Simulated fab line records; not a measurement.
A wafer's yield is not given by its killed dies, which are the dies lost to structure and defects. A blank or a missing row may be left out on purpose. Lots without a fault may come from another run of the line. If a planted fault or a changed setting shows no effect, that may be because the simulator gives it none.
A lot that was struck, set against a sound lot    flow sky130    44 out of 708 route steps
Sound: these wafers, L355.1, L355.2, L355.4. Wafers struck: L363.1, L363.3, L363.5. The cause is named last.
For every step that has rows: the tool of each side, followed by ch and its chambers, followed by its first start. Under that, the readings that differ: sound wafers    struck wafers    difference of the means    sigmas: that difference in standard deviations of wafers without a fault.
alike: readings whose means differ by less than 2 such deviations, and words and numbers that are the same on both sides. not compared: withheld readings, readings that some wafer has no value for, bounds like >300 that may hide the same value, and numbers for which the record gives no deviation and whose values overlap.
The two part at a step that has a row with sigmas, a row that says differs or no value, or rows on one side only. Numbers that have no deviation but don't overlap get no sigmas and don't part them. A reading that every wafer of one side lacks parts them only if that side has two wafers or more.

first, 2 steps without rows for these wafers: SKY_DNWELL_DEVELOP_06 (develop time 60 s); SKY_DNWELL_IMPLANT_07.
SKY_DNWELL_STRIP_08: strips in O2/N2.
  sound on plasma asher-02 ch 0,1, day 3 21:17; struck on plasma asher-04 ch 0,1, day 5 15:28
  alike: chamber pressure mTorr, drypump motor current A, oes product au, strip time to endpoint s
  not compared: rf hours counter h
SKY_DNWELL_TW_MEAS_09:
  struck on film metro-01, day 5 15:34; sound on film metro-03, day 3 21:23
  alike: DNWELL_TW
then, 7 steps without rows for these wafers: SKY_PWDE_DEHYDRATE_00 (time 60 s); SKY_PWDE_HMDS_01 (prime time 60 s); SKY_PWDE_COAT_02 (resist thk 3022 nm); SKY_PWDE_SOFTBAKE_03; SKY_PWDE_EXPOSE_04 (exposes mask PWDEM, target cd 840 nm); SKY_PWDE_PEB_05; SKY_PWDE_DEVELOP_06 (develop time 60 s).
SKY_PWDE_OVL_MEAS_07:
  struck on overlay-02, day 6 09:21; sound on overlay-01, day 4 13:40
  alike: PWDE_OVL
SKY_PWDE_IMPLANT_08:
  sound on implanter-01 ch 0, day 4 13:43; struck on implanter-01 ch 0, day 6 09:23
reading             sound            struck             difference  sigmas
beam on s (s)       10.29 9.80 9.96  13.31 12.45 13.28  +3.00       +14
faraday current uA  19.7 20.8 20.4   15.4 16.2 15.3     -4.7        -11
  alike: dose ions cm2
SKY_PWDE_STRIP_09: strips in O2/N2.
  sound on plasma asher-04 ch 0,1, day 4 13:52; struck on plasma asher-01 ch 0, day 6 09:41
  alike: chamber pressure mTorr, drypump motor current A, oes product au, strip time to endpoint s
  not compared: rf hours counter h
SKY_PWDE_TW_MEAS_10:
  struck on film metro-03, day 6 09:47; sound on film metro-03, day 4 13:58
reading  sound              struck             difference  sigmas
PWDE_TW  378.5 374.5 377.8  406.0 406.5 405.5  +29.1       +10
then, 7 steps without rows for these wafers: SKY_NWELL_DEHYDRATE_03 (time 60 s); SKY_NWELL_HMDS_04 (prime time 60 s); SKY_NWELL_COAT_05 (resist thk 3000 nm); SKY_NWELL_SOFTBAKE_06; SKY_NWELL_EXPOSE_07 (exposes mask NWM, target cd 840 nm); SKY_NWELL_PEB_08; SKY_NWELL_DEVELOP_09 (develop time 60 s).
SKY_NWELL_OVL_MEAS_10:
  struck on overlay-01, day 7 04:37; sound on overlay-01, day 5 07:53
  alike: NWELL_00_OVL
then, 3 steps without rows for these wafers: SKY_NWELL_IMPLANT_11; SKY_NWELL_IMPLANT_12; SKY_NWELL_IMPLANT_13.
SKY_NWELL_STRIP_14: strips in O2/N2.
  sound on plasma asher-03 ch 0,1, day 5 08:28; struck on plasma asher-04 ch 0,1, day 7 05:06
reading                       sound              struck             difference  sigmas
strip time to endpoint s (s)  36.84 36.83 36.82  37.12 37.03 37.09  +0.25       +2
  alike: chamber pressure mTorr, drypump motor current A, oes product au
  not compared: rf hours counter h
SKY_NWELL_TW_MEAS_15:
  struck on film metro-03, day 7 05:12; sound on film metro-04, day 5 08:34
  alike: NWELL_TW
then, 7 steps without rows for these wafers: SKY_NWELL_DEHYDRATE_16 (time 60 s); SKY_NWELL_HMDS_17 (prime time 60 s); SKY_NWELL_COAT_18 (resist thk 3000 nm); SKY_NWELL_SOFTBAKE_19; SKY_NWELL_EXPOSE_20 (exposes mask NWM COMPLEMENT, target cd 840 nm); SKY_NWELL_PEB_21; SKY_NWELL_DEVELOP_22 (develop time 60 s).
SKY_NWELL_OVL_MEAS_23:
  struck on overlay-01, day 8 01:07; sound on overlay-01, day 6 02:14
  alike: NWELL_01_OVL
following that, these wafers have no rows for 1 step: SKY_NWELL_IMPLANT_24.
SKY_NWELL_STRIP_25: strips in O2/N2.
  sound on plasma asher-03 ch 0,1, day 6 02:25; struck on plasma asher-03 ch 0,1, day 8 01:18
reading                       sound              struck             difference  sigmas
strip time to endpoint s (s)  36.91 36.97 36.93  36.60 36.76 36.55  -0.30       -3
  alike: chamber pressure mTorr, drypump motor current A, oes product au
  not compared: rf hours counter h
SKY_NWELL_TW_MEAS_26:
  struck on film metro-03, day 8 01:24; sound on film metro-01, day 6 02:31
  alike: NWELL_2_TW
then, 1 step without rows for these wafers: SKY_NWELL_CLEAN_27 (cleans in SC1/SC2, time 150 s).
SKY_NWELL_RTA_28: time 30 s.
  sound on rtp anneal-01 ch 0, day 6 02:38; struck on rtp anneal-02 ch 0, day 8 01:31
  alike: lamp power pct, wafer_temp_C_max
SKY_NWELL_RS_MEAS_29: uses a four-point probe to measure.
  struck on film metro-03, day 8 01:37; sound on film metro-04, day 6 02:44
  alike: NWELL_RS
SKY_NWELL_RS_MEAS_31: uses a four-point probe to measure.
  struck on film metro-03, day 8 01:51; sound on film metro-04, day 6 02:58
reading           sound           struck          difference  sigmas
PWDE_RS (ohm/sq)  5289 5292 5281  4301 4300 4317  -981        -58
-- the record jumps here: 40 days lie between the struck wafers' starts before and after (it left off in module NWELL and takes up again in module PAD_OPEN, whose first step shown is number 708 of the route) --
SKY_PAD_OPEN_PROBE_99:
  struck on prober-01, day 48 10:52; sound on prober-01, day 46 15:58
reading                                    sound                          struck          difference  sigmas
model.etest.res_p_drift_20v.line ohm um    1.146e+04 1.118e+04 1.216e+04  9554 8717 8942  -2529       
model.etest.res_p_drift_20v.rs ohm sq      9509 9285 1.004e+04            7813 7165 7278  -2193       
model.etest.res pwde under gate.rs ohm sq  6210 6210 6183                 4835 4835 4905  -1343       
  alike: killed_at_M0_to_M3, killed_at_M4_up, killed at contacts, killed at front end, killed at other, killed dies, killed open, killed short

== WHERE THEY PART ==
First at SKY_PWDE_IMPLANT_08; last, within this record, at SKY_NWELL_RS_MEAS_31. Later steps at which nothing parts them and some readings are alike: SKY_PAD_OPEN_PROBE_99.

WHY: whatever the simulator had introduced
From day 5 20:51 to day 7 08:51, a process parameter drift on implanter-01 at SKY_PWDE_IMPLANT_08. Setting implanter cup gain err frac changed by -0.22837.
